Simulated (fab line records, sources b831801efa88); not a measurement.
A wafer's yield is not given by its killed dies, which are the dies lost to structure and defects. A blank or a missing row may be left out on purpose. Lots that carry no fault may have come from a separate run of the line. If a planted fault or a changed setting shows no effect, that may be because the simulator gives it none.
Comparing a struck lot with a sound one || flow sky130 || 17 steps out of a route of 708
Sound: these wafers, L625.1, L625.3, L625.4. The struck wafers were L637.2, L637.3, L637.5. The cause comes at the end.
Per side, at each step with rows, come the tool, then ch with its chambers, and then its first start. Under that, the readings that differ: sound wafers || struck wafers || difference of the means || sigmas: that difference in standard deviations of wafers without a fault.
alike: readings whose means differ by less than 2 such deviations, and words and numbers that are the same on both sides. not compared: withheld readings, readings that some wafer has no value for, bounds like >300 that may hide the same value, and numbers for which the record gives no deviation and whose values overlap.
A row with sigmas, a row that says differs or no value, or rows on one side alone: a step with any of these is where the two part. Numbers that have no deviation but don't overlap get no sigmas and don't part them. A reading missing from all wafers of one side parts the sides only when that side holds two or more wafers.

first, 2 steps without rows for these wafers: SKY_NWELL_PEB_08; SKY_NWELL_DEVELOP_09 (develop time 62.75 s).
SKY_NWELL_OVL_MEAS_10:
  struck on overlay-02, day 8 04:34; sound on overlay-01, day 5 09:36
{"reading": "NWELL_00_OVL (nm)", "sound": "2.0 2.2 2.5", "struck": "-0.4 -3.1 -1.5", "difference": -3.9, "sigmas": -3}
then, 3 steps without rows for these wafers: SKY_NWELL_IMPLANT_11; SKY_NWELL_IMPLANT_12; SKY_NWELL_IMPLANT_13.
SKY_NWELL_STRIP_14: strips in O2/N2.
  sound on plasmaAsher-01 ch 0,1, day 5 10:05; struck on plasmaAsher-03 ch 0,1, day 8 05:02
  alike: drypumpMotorCurrentA, oesProductAu, stripTimeToEndpointS
  not compared: rfHoursCounterH
SKY_NWELL_TW_MEAS_15:
  struck on filmMetro-01, day 8 05:09; sound on filmMetro-04, day 5 10:11
  alike: NWELL_TW
then, 4 steps without rows for these wafers: SKY_NWELL_DEHYDRATE_16 (time 60 s); SKY_NWELL_HMDS_17 (prime time 60 s); SKY_NWELL_COAT_18 (resist thk 3000 nm); SKY_NWELL_SOFTBAKE_19.
SKY_NWELL_EXPOSE_20: exposes mask NWM COMPLEMENT, target cd 840 nm.
  sound on ilineStepper-01 ch 0, day 5 19:09; struck on ilineStepper-01 ch 0, day 8 17:02
{"reading": "mask", "sound": "NWM_COMPLEMENT#0 NWM_COMPLEMENT#0 NWM_COMPLEMENT#0", "struck": "NWM_COMPLEMENT_R1#0 NWM_COMPLEMENT_R1#0 NWM_COMPLEMENT_R1#0", "difference": "differs", "sigmas": ""}
  alike: stageVelMmS
next, for these wafers, 1 step has no rows: SKY_NWELL_PEB_21.
SKY_NWELL_DEVELOP_22: develop time 60 s.
  sound on lithoTrack-04 ch 0; struck on lithoTrack-02 ch 0
{"reading": "model.NWELL.cdNm (nm)", "sound": "826.4 829.1 829.9", "struck": "671.9 673.5 669.7", "difference": -156.8, "sigmas": ""}
SKY_NWELL_OVL_MEAS_23:
  struck on overlay-02, day 9 03:41; sound on overlay-02, day 6 05:06
  alike: NWELL_01_OVL
-- the record jumps here: 41 days lie between the struck wafers' starts before and after (it left off in module NWELL and takes up again in module PAD_OPEN, whose first step shown is number 708 of the route) --
SKY_PAD_OPEN_PROBE_99:
  struck on prober-02, day 50 01:35; sound on prober-01, day 47 14:39
{"reading": "model.etest.pfet_16v.rOnOhmUm", "sound": "1.554e+04 1.5e+04 1.521e+04", "struck": "1.665e+04 1.644e+04 1.678e+04", "difference": "+1.373e+03", "sigmas": ""}
{"reading": "model.etest.nfet_16v.rOnOhmUm", "sound": "1.407e+04 1.406e+04 1.412e+04", "struck": "1.336e+04 1.317e+04 1.324e+04", "difference": -8.267e+02, "sigmas": ""}
{"reading": "model.etest.resIsoPwell.widthNm (nm)", "sound": "2643 2652 2651", "struck": "2478 2469 2460", "difference": -180, "sigmas": ""}
{"reading": "model.etest.resNwell.lineOhmUm", "sound": "1118 1097 1088", "struck": "1019 1018 1063", "difference": -68, "sigmas": ""}
{"reading": "model.etest.resNwell.widthNm (nm)", "sound": "839 831.5 833.6", "struck": "919.5 910.3 918.7", "difference": "+81.5", "sigmas": ""}
{"reading": "model.etest.pfet_16v.driveUaUm", "sound": "238.2 237.4 238.9", "struck": "216.5 220.3 216.9", "difference": -20.3, "sigmas": ""}
{"reading": "model.etest.nfet_16v.driveUaUm", "sound": "223.9 225.7 223.9", "struck": "226.3 230.4 232.2", "difference": "+5.1", "sigmas": ""}
{"reading": "model.etest.isoNwellNwell.leakLog10AUm", "sound": "-13.66 -13.82 -13.7", "struck": "-12.73 -13.04 -13.03", "difference": "+0.79", "sigmas": ""}
  alike: killed_at_M0_to_M3, killed_at_M4_up, killedAtContacts, killedAtFrontEnd, killedAtOther, killedDies, killedOpen, killedShort

== WHERE THEY PART ==
Earliest at SKY_NWELL_OVL_MEAS_10; latest, in this record, at SKY_NWELL_EXPOSE_20. Later steps at which nothing parts them and some readings are alike: SKY_NWELL_OVL_MEAS_23, SKY_PAD_OPEN_PROBE_99.

WHY: whatever the simulator had introduced
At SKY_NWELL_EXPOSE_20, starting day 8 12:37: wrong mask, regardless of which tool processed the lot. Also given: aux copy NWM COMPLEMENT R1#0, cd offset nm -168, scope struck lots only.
